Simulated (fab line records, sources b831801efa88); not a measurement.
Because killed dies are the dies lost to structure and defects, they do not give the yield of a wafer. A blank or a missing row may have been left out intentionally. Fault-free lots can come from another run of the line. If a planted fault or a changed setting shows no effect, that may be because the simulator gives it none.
The tool behind it: which one?	flow sky130	Sampling: 12 lots, 36 wafers, 5 of 708 route steps

WHAT EACH GAUGE READ, for each wafer
SKY_VIA1_THK_MEAS_23: measures by xrf. Usual: for VIA1_W_THK the level is 265 nm and the standard deviation is 3.2.
lot	measured	on	VIA1_W_THK (nm)	flag
L646	day 33 19:29	filmMetro-03	262 264 264	
L652	day 35 22:24	filmMetro-04	265 266 263	
L653	day 36 11:28	filmMetro-02	263 265 267	
L654	day 36 12:55	filmMetro-02	267 267 262	
L655	day 36 18:14	filmMetro-02	269 271 269	
L656	day 37 12:21	filmMetro-04	263 262 259	
L657	day 37 12:41	filmMetro-02	264 263 268	
L658	day 37 22:31	filmMetro-03	271 269 269	
L659	day 38 03:31	filmMetro-03	267 269 267	
L660	day 38 06:15	filmMetro-02	269 266 266	
L665	day 40 02:26	filmMetro-03	268 265 265	
L668	day 40 10:45	filmMetro-02	264 262 263	

SKY_METAL2_THK_MEAS_06: measures by xrf. Usual: for METAL2_ALCU_THK the level is 243.2 nm and the standard deviation is 2.6.
lot	measured	on	METAL2_ALCU_THK (nm)	flag
L646	day 33 20:07	filmMetro-04	245.9 245.2 243.6	
L652	day 35 23:01	filmMetro-04	246.6 244.2 245.7	
L653	day 36 12:05	filmMetro-01	242.2 245.4 242.5	
L654	day 36 13:32	filmMetro-04	241.5 242.4 242.0	
L655	day 36 18:52	filmMetro-03	243.6 243.2 242.0	
L656	day 37 12:58	filmMetro-01	239.6 238.9 240.0	
L657	day 37 13:19	filmMetro-04	244.5 244.6 243.4	
L658	day 37 23:08	filmMetro-01	245.4 242.1 244.8	
L659	day 38 04:08	filmMetro-04	246.7 244.9 243.3	
L660	day 38 06:52	filmMetro-01	240.9 242.1 239.6	
L665	day 40 03:04	filmMetro-01	240.5 244.5 241.6	
L668	day 40 11:22	filmMetro-01	241.0 243.1 240.8	

SKY_METAL2_CD_MEAS_15 targets a cd of 140 nm. Usual: 140.0 nm for cdNm, sd 1.6.
lot	measured	on	cdNm (nm)	flag
L646	day 34 21:47	cdSem-01	139.8 140.1 140.3	
L652	day 37 01:00	cdSem-02	137.6 138.5 138.1	
L653	day 37 13:40	cdSem-02	138.4 140.7 139.4	
L654	day 37 14:56	cdSem-02	139.7 139.0 140.2	
L655	day 37 21:04	cdSem-02	136.7 137.4 138.0	
L656	day 38 14:37	cdSem-02	141.2 140.3 141.3	
L657	day 38 15:08	cdSem-02	144.1 146.9 145.2	OFF
L658	day 39 00:30	cdSem-02	148.8 150.2 146.7	OFF
L659	day 39 04:18	cdSem-01	145.1 146.1 145.6	OFF
L660	day 39 07:44	cdSem-01	147.8 149.8 146.6	OFF
L665	day 41 03:21	cdSem-02	139.9 139.5 140.4	
L668	day 41 11:36	cdSem-02	139.4 140.5 139.6	

EACH LOT AND THE TOOL THAT RAN IT (in order: tool; ch and the chambers of the sampled wafers; start)
lot	SKY_VIA1_SPUTTER_20	SKY_METAL2_EXPOSE_12
L646	pvdSputter-03, day 33 19:11	krfScanner-02 ch 0, day 34 09:17
L652	pvdSputter-02, day 35 22:07	krfScanner-02 ch 0, day 36 12:36
L653	pvdSputter-02, day 36 11:11	krfScanner-02 ch 0, day 37 00:49
L654	pvdSputter-01, day 36 12:37	krfScanner-02 ch 0, day 37 01:59
L655	pvdSputter-03, day 36 17:56	krfScanner-02 ch 0, day 37 07:59
L656	pvdSputter-03, day 37 12:04	krfScanner-01 ch 0, day 38 01:56
L657	pvdSputter-01, day 37 12:25	krfScanner-02 ch 0, day 38 02:43
L658	pvdSputter-01, day 37 22:15	krfScanner-02 ch 0, day 38 11:53
L659	pvdSputter-03, day 38 03:14	krfScanner-02 ch 0, day 38 17:06
L660	pvdSputter-01, day 38 05:58	krfScanner-02 ch 0, day 38 19:59
L665	pvdSputter-01, day 40 02:04	krfScanner-01 ch 0, day 40 15:11
L668	pvdSputter-01, day 40 10:29	krfScanner-01 ch 0, day 40 23:56
- SKY_VIA1_SPUTTER_20: material TiN, target thk 20 nm, time 80 s.
- SKY_METAL2_EXPOSE_12: exposes mask MM2, target cd 140 nm.

AS READ BY THE TOOLS THEMSELVES (means over the sampled wafers that have a number; for cases with no such wafer, the mark the record gives instead)
SKY_VIA1_SPUTTER_20. Usual: 30.2 % for throttleValvePct, sd 1.2.
lot	tool	throttleValvePct (%)	flag
L646	pvdSputter-03	29.3	
L652	pvdSputter-02	31.2	
L653	pvdSputter-02	31.3	
L654	pvdSputter-01	29.8	
L655	pvdSputter-03	29.2	
L656	pvdSputter-03	29.2	
L657	pvdSputter-01	30.6	
L658	pvdSputter-01	30.1	
L659	pvdSputter-03	28.7	
L660	pvdSputter-01	30.0	
L665	pvdSputter-01	30.7	
L668	pvdSputter-01	30.1	

SKY_METAL2_EXPOSE_12. Usual: exposureDoseMJCm2 27.932, standard deviation 0.029; reticleTempC 23.02 C, standard deviation 0.11.
lot	tool	exposureDoseMJCm2	reticleTempC (C)	flag
L646	krfScanner-02	27.904	23.12	
L652	krfScanner-02	27.971	22.91	
L653	krfScanner-02	27.948	23.03	
L654	krfScanner-02	27.942	23.00	
L655	krfScanner-02	27.927	23.03	
L656	krfScanner-01	27.969	22.90	
L657	krfScanner-02	26.853	22.95	OFF
L658	krfScanner-02	26.819	23.03	OFF
L659	krfScanner-02	27.058	22.95	OFF
L660	krfScanner-02	27.049	22.93	OFF
L665	krfScanner-01	27.926	23.05	
L668	krfScanner-01	27.928	22.95	

THE ANSWER, worked out from the rows above alone
Rule: lot off if the mean of its wafers having a number is beyond 3 standard deviations from the usual mean. A lot without any number at a reading at which 4 lots or more have one is off too. The other lots that the step has rows for count as sound. The gauges are gone through in route order, then the tools' own readings, and for those a lot's mean is taken as printed above. The first step at which some lot is off is used, and at that step the reading that is off furthest; a lot without a number counts as furthest.
Off at SKY_METAL2_CD_MEAS_15 (cdNm): L657, L658, L659, L660.
A tool fits if, at a process step before that reading, it ran every lot that is off, and no sound lot after the first of them. The gauges at SKY_METAL2_CD_MEAS_15 aren't tried: what is off there is off at SKY_METAL2_EXPOSE_12 too, on other tools, and a gauge's error can't cause that. One fits: SKY_METAL2_EXPOSE_12 on krfScanner-02. Its last sound lot is L655 (day 37 07:59), its first lot that is off L657 (day 38 02:43): a fault that began between those two fits.
The tool's own readings at SKY_METAL2_EXPOSE_12 bear it out: on the lots that are off they differ by more than 5 times the standard deviation of the sound lots' means. exposureDoseMJCm2 reads 26.945 there against 27.939 on the sound lots.

WHAT HAD BEEN PUT IN BY THE SIMULATOR
Drift in process parameters on krfScanner-02 at SKY_METAL2_EXPOSE_12, starting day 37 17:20. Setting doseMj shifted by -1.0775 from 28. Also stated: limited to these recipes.
Shown lots that were struck: L657, L658, L659, L660. This agrees with what the rule above found.
